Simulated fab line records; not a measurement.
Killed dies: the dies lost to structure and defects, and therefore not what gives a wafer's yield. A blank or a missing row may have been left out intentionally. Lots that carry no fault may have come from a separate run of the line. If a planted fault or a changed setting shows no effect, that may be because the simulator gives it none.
fab line records / flow gf180mcu
record lots=5 wafers=15 last-day=34
route steps=602 shown DNWELL@34 NWELL@42 PASSIVATION@602
lots untouched by any fault: they come from a run of this same line in which no faults occurred
start-h: the number of hours between the record's first day and the start of the first shown wafer of the lot / wait-h: hours elapsed since this lot's preceding step / " repeats the value in the row above / L1.1+2: one row covering several wafers at once / - no value present, or no start provided / * or withheld: withheld / < > ~ a bound
route shown NAME@n: NAME is a module with steps in the file, n the number in the route of the first one / usual: mean and standard deviation over wafers with no fault / same: alike in all rows / chamber/n: place in a boat / sites: per-site readings / _std_site: standard deviation across them / _edge_site: outer sites' mean less inner sites' / radius-mm: for every site, how far away it sits from the centre of the wafer / mask NAME#n: copy n / behind: the most recent tool/chamber to have shaped the wafer / hold: why the lot was held/for how many hours/how that ended / device: transistor that didn't switch, given as n, p or np / end of line: tests run on the same wafers once the route is complete / a step with no rows: only its recipe / killed: dies lost to structure and defects at the first sort, not the wafer's yield / map: the dies of a wafer, with x for killed, . for not killed, _ for no die there
set.NAME: the setting as run; set.NAME@STEP: as run at that earlier step / model.NAME: the simulator's own value behind a step, which no gauge read
lots at some steps of the route; a table a step, a row a wafer
services: from which hour (start-h, from the record's first day; less than 0 if before it) a tool's chamber was out of use, for how many hours, and why
## steps
# step GF_DNWELL_COAT_02
# recipe spin-rpm=2000 resist-thk-nm=3000
# step GF_DNWELL_SOFTBAKE_03
# recipe temp-c=110 time-s=withheld
# step GF_DNWELL_EXPOSE_04
# recipe mask-id=DNWELL target-cd-nm=1700 na=0.6 source-shape=conventional sigma-outer=0.6 dose-mj=260
# step GF_DNWELL_PEB_05
# recipe temp-c=115 time-s=withheld
# step GF_DNWELL_DEVELOP_06
# recipe wall-angle-deg=90 develop-time-s=60 dev-temp-c=23
# step GF_DNWELL_IMPLANT_07
# recipe species=P energy-kev=1500 dose-cm2=1e+13 tilt-deg=0
# step GF_DNWELL_STRIP_08
# recipe chemistry=O2/N2 power-w=1400 pressure-mtorr=1500 platen-temp-c=250 o2-flow-sccm=3000 n2-flow-sccm=300 overash-fraction=0.5
# usual drypump-motor-current-A=5.65/0.24 heater-power-w=331/23 oes-product-au=0.722/0.0043 strip-time-to-endpoint-s=36.96/0.12
lot.wafer=L130.4 tool=plasma-asher-04 chamber=1 start-h=95.53 wait-h=0.1 drypump-motor-current-A=5.39 heater-power-w=356 oes-product-au=0.721 rf-hours-counter-h=- strip-time-to-endpoint-s=37.14
lot.wafer=L130.5 tool=plasma-asher-04 chamber=0 start-h=95.53 wait-h=0.1 drypump-motor-current-A=5.99 heater-power-w=308 oes-product-au=0.722 rf-hours-counter-h=- strip-time-to-endpoint-s=37.20
lot.wafer=L130.6 tool=plasma-asher-04 chamber=1 start-h=95.53 wait-h=0.1 drypump-motor-current-A=5.38 heater-power-w=357 oes-product-au=0.731 rf-hours-counter-h=- strip-time-to-endpoint-s=37.12
lot.wafer=L131.3 tool=plasma-asher-01 chamber=1 start-h=99.99 wait-h=0.1 drypump-motor-current-A=5.55 heater-power-w=333 oes-product-au=0.725 rf-hours-counter-h=- strip-time-to-endpoint-s=37.06
lot.wafer=L131.4 tool=plasma-asher-01 chamber=0 start-h=99.99 wait-h=0.1 drypump-motor-current-A=5.49 heater-power-w=303 oes-product-au=0.720 rf-hours-counter-h=- strip-time-to-endpoint-s=37.06
lot.wafer=L131.5 tool=plasma-asher-01 chamber=0 start-h=99.99 wait-h=0.1 drypump-motor-current-A=5.45 heater-power-w=311 oes-product-au=0.726 rf-hours-counter-h=- strip-time-to-endpoint-s=37.07
lot.wafer=L133.1 tool=plasma-asher-01 chamber=1 start-h=107.71 wait-h=0.1 drypump-motor-current-A=5.59 heater-power-w=334 oes-product-au=0.720 rf-hours-counter-h=44 strip-time-to-endpoint-s=37.16
lot.wafer=L133.2 tool=plasma-asher-01 chamber=0 start-h=107.71 wait-h=0.1 drypump-motor-current-A=5.49 heater-power-w=290 oes-product-au=0.727 rf-hours-counter-h=44 strip-time-to-endpoint-s=37.05
lot.wafer=L133.4 tool=plasma-asher-01 chamber=1 start-h=107.71 wait-h=0.1 drypump-motor-current-A=5.57 heater-power-w=342 oes-product-au=0.719 rf-hours-counter-h=- strip-time-to-endpoint-s=37.10
lot.wafer=L135.2 tool=plasma-asher-02 chamber=1 start-h=122.05 wait-h=0.1 drypump-motor-current-A=5.60 heater-power-w=351 oes-product-au=0.727 rf-hours-counter-h=40 strip-time-to-endpoint-s=37.01
lot.wafer=L135.3 tool=plasma-asher-02 chamber=1 start-h=122.05 wait-h=0.1 drypump-motor-current-A=5.62 heater-power-w=348 oes-product-au=0.725 rf-hours-counter-h=- strip-time-to-endpoint-s=36.99
lot.wafer=L135.5 tool=plasma-asher-02 chamber=0 start-h=122.05 wait-h=0.1 drypump-motor-current-A=6.07 heater-power-w=361 oes-product-au=0.724 rf-hours-counter-h=- strip-time-to-endpoint-s=37.01
lot.wafer=L144.1 tool=plasma-asher-01 chamber=1 start-h=163.71 wait-h=0.1 drypump-motor-current-A=5.55 heater-power-w=332 oes-product-au=0.726 rf-hours-counter-h=50 strip-time-to-endpoint-s=37.15
lot.wafer=L144.3 tool=plasma-asher-01 chamber=0 start-h=163.71 wait-h=0.1 drypump-motor-current-A=5.47 heater-power-w=304 oes-product-au=0.722 rf-hours-counter-h=- strip-time-to-endpoint-s=37.27
lot.wafer=L144.6 tool=plasma-asher-01 chamber=1 start-h=163.71 wait-h=0.1 drypump-motor-current-A=5.53 heater-power-w=335 oes-product-au=0.723 rf-hours-counter-h=- strip-time-to-endpoint-s=37.15
# step GF_DNWELL_TW_MEAS_09
# usual DNWELL_TW=1360/11
lot.wafer=L130.4 tool=film-metro-03 chamber=- start-h=95.62 wait-h=0.1 DNWELL_TW=1352
lot.wafer=L130.5 tool=film-metro-03 chamber=- start-h=95.62 wait-h=0.1 DNWELL_TW=1353
lot.wafer=L130.6 tool=film-metro-03 chamber=- start-h=95.62 wait-h=0.1 DNWELL_TW=1351
lot.wafer=L131.3 tool=film-metro-04 chamber=- start-h=100.08 wait-h=0.1 DNWELL_TW=1372
lot.wafer=L131.4 tool=film-metro-04 chamber=- start-h=100.08 wait-h=0.1 DNWELL_TW=1379
lot.wafer=L131.5 tool=film-metro-04 chamber=- start-h=100.08 wait-h=0.1 DNWELL_TW=1374
lot.wafer=L133.1 tool=film-metro-03 chamber=- start-h=107.81 wait-h=0.1 DNWELL_TW=1351
lot.wafer=L133.2 tool=film-metro-03 chamber=- start-h=107.81 wait-h=0.1 DNWELL_TW=1348
lot.wafer=L133.4 tool=film-metro-03 chamber=- start-h=107.81 wait-h=0.1 DNWELL_TW=1356
lot.wafer=L135.2 tool=film-metro-01 chamber=- start-h=122.16 wait-h=0.1 DNWELL_TW=1364
lot.wafer=L135.3 tool=film-metro-01 chamber=- start-h=122.16 wait-h=0.1 DNWELL_TW=1356
lot.wafer=L135.5 tool=film-metro-01 chamber=- start-h=122.16 wait-h=0.1 DNWELL_TW=1361
lot.wafer=L144.1 tool=film-metro-01 chamber=- start-h=163.81 wait-h=0.1 DNWELL_TW=1377
lot.wafer=L144.3 tool=film-metro-01 chamber=- start-h=163.81 wait-h=0.1 DNWELL_TW=1368
lot.wafer=L144.6 tool=film-metro-01 chamber=- start-h=163.81 wait-h=0.1 DNWELL_TW=1368
# step GF_NWELL_DEHYDRATE_00
# recipe temp-c=200 time-s=60
# step GF_NWELL_HMDS_01
# recipe prime-time-s=60 prime-temp-c=120
# step GF_NWELL_COAT_02
# recipe spin-rpm=2000 resist-thk-nm=3000
# step GF_NWELL_SOFTBAKE_03
# recipe temp-c=110 time-s=withheld
# step GF_NWELL_EXPOSE_04
# recipe mask-id=Nwell target-cd-nm=860 na=0.6 source-shape=conventional sigma-outer=0.6 dose-mj=260
lot.wafer=L130.4+5+6 tool=iline-stepper-01 chamber=0 start-h=103.08 wait-h=- mask=Nwell#0
lot.wafer=L131.3+4+5 tool=iline-stepper-01 chamber=0 start-h=107.21 wait-h=- mask=Nwell#0
lot.wafer=L133.1+2+4 tool=iline-stepper-01 chamber=0 start-h=116.21 wait-h=- mask=Nwell_R1#0
lot.wafer=L135.2+3+5 tool=iline-stepper-01 chamber=0 start-h=130.07 wait-h=- mask=Nwell#0
lot.wafer=L144.1+3+6 tool=iline-stepper-02 chamber=0 start-h=171.73 wait-h=- mask=Nwell#0
# step GF_NWELL_PEB_05
# recipe temp-c=115 time-s=withheld
# step GF_PASSIVATION_PROBE_99
lot.wafer=L130.4 tool=prober-01 chamber=- start-h=744.06 wait-h=0.2 hold=- model.etest.pwell-in-dnwell.line-ohm-um=4192 model.etest.ldpmos_10p0.r-on-ohm-um=1.14e+04 model.etest.pwell-in-dnwell.width-nm=596 model.etest.nwell.width-nm=861.6 model.etest.ldpmos_10p0.drive-ua-um=248.8
lot.wafer=L130.5 tool=prober-01 chamber=- start-h=744.11 wait-h=0.2 hold=- model.etest.pwell-in-dnwell.line-ohm-um=4152 model.etest.ldpmos_10p0.r-on-ohm-um=1.132e+04 model.etest.pwell-in-dnwell.width-nm=594.2 model.etest.nwell.width-nm=868.5 model.etest.ldpmos_10p0.drive-ua-um=250.3
lot.wafer=L130.6 tool=prober-01 chamber=- start-h=744.16 wait-h=0.2 hold=- model.etest.pwell-in-dnwell.line-ohm-um=4620 model.etest.ldpmos_10p0.r-on-ohm-um=1.138e+04 model.etest.pwell-in-dnwell.width-nm=595.9 model.etest.nwell.width-nm=866.7 model.etest.ldpmos_10p0.drive-ua-um=255.8
lot.wafer=L131.3 tool=prober-02 chamber=- start-h=751.11 wait-h=0.2 hold=- model.etest.pwell-in-dnwell.line-ohm-um=3807 model.etest.ldpmos_10p0.r-on-ohm-um=1.108e+04 model.etest.pwell-in-dnwell.width-nm=607.9 model.etest.nwell.width-nm=848.2 model.etest.ldpmos_10p0.drive-ua-um=262
lot.wafer=L131.4 tool=prober-02 chamber=- start-h=751.16 wait-h=0.2 hold=- model.etest.pwell-in-dnwell.line-ohm-um=3895 model.etest.ldpmos_10p0.r-on-ohm-um=1.125e+04 model.etest.pwell-in-dnwell.width-nm=607.2 model.etest.nwell.width-nm=855.8 model.etest.ldpmos_10p0.drive-ua-um=258.1
lot.wafer=L131.5 tool=prober-02 chamber=- start-h=751.21 wait-h=0.2 hold=- model.etest.pwell-in-dnwell.line-ohm-um=3919 model.etest.ldpmos_10p0.r-on-ohm-um=1.124e+04 model.etest.pwell-in-dnwell.width-nm=608.5 model.etest.nwell.width-nm=847.7 model.etest.ldpmos_10p0.drive-ua-um=255.3
lot.wafer=L133.1 tool=prober-02 chamber=- start-h=762.82 wait-h=0.1 hold=await-dispo/9.5h/scrap model.etest.pwell-in-dnwell.line-ohm-um=4778 model.etest.ldpmos_10p0.r-on-ohm-um=1.158e+04 model.etest.pwell-in-dnwell.width-nm=508.3 model.etest.nwell.width-nm=895.5 model.etest.ldpmos_10p0.drive-ua-um=244.8
lot.wafer=L133.2 tool=prober-02 chamber=- start-h=762.87 wait-h=0.1 hold=await-dispo/9.5h/scrap model.etest.pwell-in-dnwell.line-ohm-um=4866 model.etest.ldpmos_10p0.r-on-ohm-um=1.161e+04 model.etest.pwell-in-dnwell.width-nm=510.4 model.etest.nwell.width-nm=899.5 model.etest.ldpmos_10p0.drive-ua-um=246.3
lot.wafer=L133.4 tool=prober-02 chamber=- start-h=762.97 wait-h=0.2 hold=await-dispo/9.5h/scrap model.etest.pwell-in-dnwell.line-ohm-um=4910 model.etest.ldpmos_10p0.r-on-ohm-um=1.164e+04 model.etest.pwell-in-dnwell.width-nm=507.7 model.etest.nwell.width-nm=902.4 model.etest.ldpmos_10p0.drive-ua-um=247.6
lot.wafer=L135.2 tool=prober-01 chamber=- start-h=776.21 wait-h=0.1 hold=- model.etest.pwell-in-dnwell.line-ohm-um=4194 model.etest.ldpmos_10p0.r-on-ohm-um=1.12e+04 model.etest.pwell-in-dnwell.width-nm=609.8 model.etest.nwell.width-nm=851.9 model.etest.ldpmos_10p0.drive-ua-um=260.4
lot.wafer=L135.3 tool=prober-01 chamber=- start-h=776.26 wait-h=0.2 hold=- model.etest.pwell-in-dnwell.line-ohm-um=4071 model.etest.ldpmos_10p0.r-on-ohm-um=1.1e+04 model.etest.pwell-in-dnwell.width-nm=610.2 model.etest.nwell.width-nm=845.3 model.etest.ldpmos_10p0.drive-ua-um=265.9
lot.wafer=L135.5 tool=prober-01 chamber=- start-h=776.36 wait-h=0.2 hold=- model.etest.pwell-in-dnwell.line-ohm-um=4161 model.etest.ldpmos_10p0.r-on-ohm-um=1.112e+04 model.etest.pwell-in-dnwell.width-nm=610.4 model.etest.nwell.width-nm=852.6 model.etest.ldpmos_10p0.drive-ua-um=261.8
lot.wafer=L144.1 tool=prober-01 chamber=- start-h=812.95 wait-h=0.1 hold=- model.etest.pwell-in-dnwell.line-ohm-um=4147 model.etest.ldpmos_10p0.r-on-ohm-um=1.112e+04 model.etest.pwell-in-dnwell.width-nm=598.8 model.etest.nwell.width-nm=861.6 model.etest.ldpmos_10p0.drive-ua-um=261.8
lot.wafer=L144.3 tool=prober-01 chamber=- start-h=813.05 wait-h=0.2 hold=- model.etest.pwell-in-dnwell.line-ohm-um=4078 model.etest.ldpmos_10p0.r-on-ohm-um=1.105e+04 model.etest.pwell-in-dnwell.width-nm=599.5 model.etest.nwell.width-nm=856.1 model.etest.ldpmos_10p0.drive-ua-um=263
lot.wafer=L144.6 tool=prober-01 chamber=- start-h=813.20 wait-h=0.2 hold=- model.etest.pwell-in-dnwell.line-ohm-um=4060 model.etest.ldpmos_10p0.r-on-ohm-um=1.106e+04 model.etest.pwell-in-dnwell.width-nm=597.1 model.etest.nwell.width-nm=861.1 model.etest.ldpmos_10p0.drive-ua-um=263.6
# killed by level:class
L130.4 STI:geometric-particle:short=8 M2:geometric-particle:short=6 V2:geometric-particle:open=6 V3:geometric-particle:open=5 V4:geometric-particle:open=4 V4:geometric-particle:short=4 CONTACT:geometric-particle:short=3 CONTACT:geometric-particle:open=3
L130.5 V2:geometric-particle:open=7 V5:geometric-particle:open=6 M4:geometric-particle:short=4 V3:geometric-particle:open=3 V4:geometric-particle:short=3 V4:geometric-particle:open=3 STI:geometric-particle:open=2 CONTACT:geometric-particle:short=2
L130.6 STI:geometric-particle:open=6 V1:geometric-particle:open=5 V2:geometric-particle:open=5 V5:geometric-particle:open=5 CONTACT:geometric-particle:open=4 POLY_GATE:geometric-particle:open=3 M1:geometric-particle:short=3 M3:geometric-particle:short=3
L131.3 STI:geometric-particle:short=7 V2:geometric-particle:open=7 CONTACT:geometric-particle:open=6 STI:geometric-particle:open=5 V5:geometric-particle:open=4 V1:geometric-particle:open=4 M3:geometric-particle:short=4 M1:geometric-particle:short=3
L131.4 V4:geometric-particle:open=7 V5:geometric-particle:open=6 STI:geometric-particle:short=4 CONTACT:geometric-particle:open=4 V2:geometric-particle:open=4 V3:geometric-particle:open=4 M1:geometric-particle:short=3 CONTACT:geometric-particle:short=2
L131.5 V3:geometric-particle:open=5 V5:geometric-particle:open=5 STI:geometric-particle:open=4 CONTACT:geometric-particle:open=3 M1:geometric-particle:short=3 V2:geometric-particle:short=3 V3:geometric-particle:short=3 M5:geometric-particle:short=3
L135.2 CONTACT:geometric-particle:open=7 V3:geometric-particle:open=7 STI:geometric-particle:open=5 V4:geometric-particle:open=5 STI:geometric-particle:short=5 V1:geometric-particle:open=5 M4:geometric-particle:short=4 V5:geometric-particle:open=4
L135.3 V2:geometric-particle:short=5 CONTACT:geometric-particle:open=4 V1:geometric-particle:short=4 V3:geometric-particle:open=4 V5:geometric-particle:open=4 V1:geometric-particle:open=3 STI:geometric-particle:open=2 STI:geometric-particle:short=2
L135.5 CONTACT:geometric-particle:open=3 V4:geometric-particle:open=3 V5:geometric-particle:open=3 STI:geometric-particle:short=2 STI:geometric-particle:open=2 POLY_GATE:geometric-particle:open=2 M1:geometric-particle:short=2 V2:geometric-particle:short=2
L144.1 V5:geometric-particle:open=7 V2:geometric-particle:open=6 V4:geometric-particle:open=5 CONTACT:geometric-particle:open=3 V3:geometric-particle:open=3 CONTACT:geometric-particle:short=2 V1:geometric-particle:open=2 M3:geometric-particle:short=2
L144.3 STI:geometric-particle:short=5 V1:geometric-particle:open=5 V2:geometric-particle:open=5 M1:geometric-particle:short=4 V3:geometric-particle:short=4 V4:geometric-particle:open=4 CONTACT:geometric-particle:open=3 V5:geometric-particle:short=3
L144.6 V1:geometric-particle:open=7 CONTACT:geometric-particle:open=5 V4:geometric-particle:open=4 V4:geometric-particle:short=4 V1:geometric-particle:short=3 V3:geometric-particle:short=3 V3:geometric-particle:open=3 STI:geometric-particle:short=2
# map L130.4 (x killed, . not)
__________xx.......x_________
________..x..........x_______
______.................._____
_____.................x.x____
____.........x....xx.....x___
___.....x...x.......x......__
__x..x......x.........x....._
_.........x..xx............x.
_.......x......x......x.....x
_.x.x.......x.......xxxx.....
_...x...........x............
_.....x.x.............x.x.x..
_..x............x............
_............................
_.x.x.xx................x....
__.............x..x...x...x._
___.......x...x............__
____...xx......x.......x..___
_____....x......x........____
______.......x........xx_____
________......x......._______
__________.........._________
# map L144.3 (x killed, . not)
__________...x......_________
________...xxx........_______
______.................x_____
_____...x.....x....x.....____
____.....x.....x........x.___
___....x......x.....x.....x__
__..............x..........._
_........x................x..
_...x..x.........x.x.........
_.........x.......x.....x..x.
_.x..........x.....x...x.x...
_............x...............
_.x.................x....x...
_...x.xx.....................
_............x.........x.....
__...x......................_
___x.....x................x__
____....x.x.......x.......___
_____..........x.....x...____
______..x..............._____
________....x........._______
__________......x..._________
## services
tool=iline-stepper-02 chamber=- start-h=118.34 hours=4.4 kind=pm
## key
first-sign step=GF_NWELL_EXPOSE_04 reading=mask direction=changed
effect step=GF_PASSIVATION_PROBE_99 reading=hold direction=added
model-effect step=GF_PASSIVATION_PROBE_99 value=etest.pwell-in-dnwell.line-ohm-um without=4125 struck=4851
met-at GF_NWELL_EXPOSE_04
struck-wafers L133.1,L133.2,L133.4
sort-left-out L133.1,L133.2,L133.4
tester-left-out L133
onset-between 107.21 116.21
fault kind=wrong-mask tool=any chamber=- onset-h=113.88 steps=GF_NWELL_EXPOSE_04 aux-copy=Nwell_R1#0 cd-offset-nm=129 scope=struck-lots-only
# tester-left-out: of these lots the tester's yield and bins aren't shown, on N5 and GAA mostly nor the transistor test; their killed dies are dies lost to structure and defects alone, not to doping, threshold or leakage, so they don't give the yield
# sort-left-out: the simulated sort isn't trusted on such a fault, so these wafers' sort isn't shown, and their yield isn't known
